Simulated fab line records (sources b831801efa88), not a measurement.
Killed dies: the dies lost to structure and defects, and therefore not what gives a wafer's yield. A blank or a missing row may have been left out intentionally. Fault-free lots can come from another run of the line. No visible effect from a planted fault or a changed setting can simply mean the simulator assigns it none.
Chamber matching || flow sky130 || SKY_PASSIVATION_ETCH_11 on rieDiel-03 has 4 sister chambers
The step etches the open film in CF4/O2, stops on AlCu, target depth 725 nm, time 161.1 s. 14 wafers are shown with their chamber, then 7 later ones without.

## WAFERS WITH THEIR CHAMBER
{"wafer": "L077.1", "chamber": 0, "drypumpMotorCurrentA (A)": 5.9, "oesProductAu (a.u.)": 0.985, "throttleValvePct (%)": 5.961}
{"wafer": "L077.2", "chamber": 3, "drypumpMotorCurrentA (A)": 6.5, "oesProductAu (a.u.)": 0.978, "throttleValvePct (%)": 5.964}
{"wafer": "L077.6", "chamber": 2, "drypumpMotorCurrentA (A)": 5.6, "oesProductAu (a.u.)": 0.981, "throttleValvePct (%)": 5.950}
{"wafer": "L080.1", "chamber": 1, "drypumpMotorCurrentA (A)": 6.1, "oesProductAu (a.u.)": 0.987, "throttleValvePct (%)": 5.977}
{"wafer": "L080.4", "chamber": 3, "drypumpMotorCurrentA (A)": 6.5, "oesProductAu (a.u.)": 0.981, "throttleValvePct (%)": 5.966}
{"wafer": "L080.5", "chamber": 0, "drypumpMotorCurrentA (A)": 5.9, "oesProductAu (a.u.)": 0.984, "throttleValvePct (%)": 5.954}
{"wafer": "L089.1", "chamber": 2, "drypumpMotorCurrentA (A)": 5.6, "oesProductAu (a.u.)": 0.972, "throttleValvePct (%)": 5.969}
{"wafer": "L089.3", "chamber": 1, "drypumpMotorCurrentA (A)": 6.1, "oesProductAu (a.u.)": 0.984, "throttleValvePct (%)": 5.966}
{"wafer": "L089.5", "chamber": 3, "drypumpMotorCurrentA (A)": 6.5, "oesProductAu (a.u.)": 0.986, "throttleValvePct (%)": 5.984}
{"wafer": "L092.1", "chamber": 1, "drypumpMotorCurrentA (A)": 6.1, "oesProductAu (a.u.)": 0.975, "throttleValvePct (%)": 5.954}
{"wafer": "L092.2", "chamber": 2, "drypumpMotorCurrentA (A)": 5.6, "oesProductAu (a.u.)": 0.972, "throttleValvePct (%)": 5.956}
{"wafer": "L092.3", "chamber": 3, "drypumpMotorCurrentA (A)": 6.4, "oesProductAu (a.u.)": 0.967, "throttleValvePct (%)": 5.964}
{"wafer": "L092.4", "chamber": 0, "drypumpMotorCurrentA (A)": 6.0, "oesProductAu (a.u.)": 0.982, "throttleValvePct (%)": 5.972}
{"wafer": "L092.5", "chamber": 0, "drypumpMotorCurrentA (A)": 6.0, "oesProductAu (a.u.)": 0.980, "throttleValvePct (%)": 5.959}

SIGNATURES (averages over the wafers above)
{"reading": "drypumpMotorCurrentA", "chamber 0": 5.950, "chamber 1": 6.100, "chamber 2": 5.600, "chamber 3": 6.475, "scatter within a chamber": 0.0418}
{"reading": "oesProductAu", "chamber 0": 0.98275, "chamber 1": 0.98200, "chamber 2": 0.97500, "chamber 3": 0.97800, "scatter within a chamber": 0.00584}
{"reading": "throttleValvePct", "chamber 0": 5.96150, "chamber 1": 5.96567, "chamber 2": 5.95833, "chamber 3": 5.96950, "scatter within a chamber": 0.00954}
Rule: for each reading, subtract the chamber's mean from the wafer's reading, divide by that reading's scatter and square the result; add these up over the readings and take the root, which gives the wafer's distance from the chamber. The wafer belongs to the nearest chamber; if the next one is less than 2 further off, it can't be placed. The scatter is the square root of a quotient: the sum, over the shown wafers, of each reading's squared deviation from its chamber's mean, divided by wafers minus chambers.

## WAFERS WITH NO CHAMBER GIVEN
{"wafer": "L092.6", "drypumpMotorCurrentA (A)": 6.4, "oesProductAu (a.u.)": 0.974, "throttleValvePct (%)": 5.970}
{"wafer": "L094.1", "drypumpMotorCurrentA (A)": 6.1, "oesProductAu (a.u.)": 0.977, "throttleValvePct (%)": 5.968}
{"wafer": "L094.5", "drypumpMotorCurrentA (A)": 5.6, "oesProductAu (a.u.)": 0.982, "throttleValvePct (%)": 5.970}
{"wafer": "L094.6", "drypumpMotorCurrentA (A)": 6.5, "oesProductAu (a.u.)": 0.992, "throttleValvePct (%)": 5.966}
{"wafer": "L095.2", "drypumpMotorCurrentA (A)": 5.9, "oesProductAu (a.u.)": 0.983, "throttleValvePct (%)": 5.966}
{"wafer": "L095.4", "drypumpMotorCurrentA (A)": 6.1, "oesProductAu (a.u.)": 0.981, "throttleValvePct (%)": 5.964}
{"wafer": "L095.5", "drypumpMotorCurrentA (A)": 6.1, "oesProductAu (a.u.)": 0.986, "throttleValvePct (%)": 5.978}

## THE CHAMBER EACH PASSED THROUGH
{"wafer": "L092.6", "from the rows above": 3, "in truth": 3}
{"wafer": "L094.1", "from the rows above": 1, "in truth": 1}
{"wafer": "L094.5", "from the rows above": 2, "in truth": 2}
{"wafer": "L094.6", "from the rows above": 3, "in truth": 3}
{"wafer": "L095.2", "from the rows above": 0, "in truth": 0}
{"wafer": "L095.4", "from the rows above": 1, "in truth": 1}
{"wafer": "L095.5", "from the rows above": 1, "in truth": 1}
Correctly placed: 7 of 7. Not placeable from these rows: 0. 0 placed wrongly.
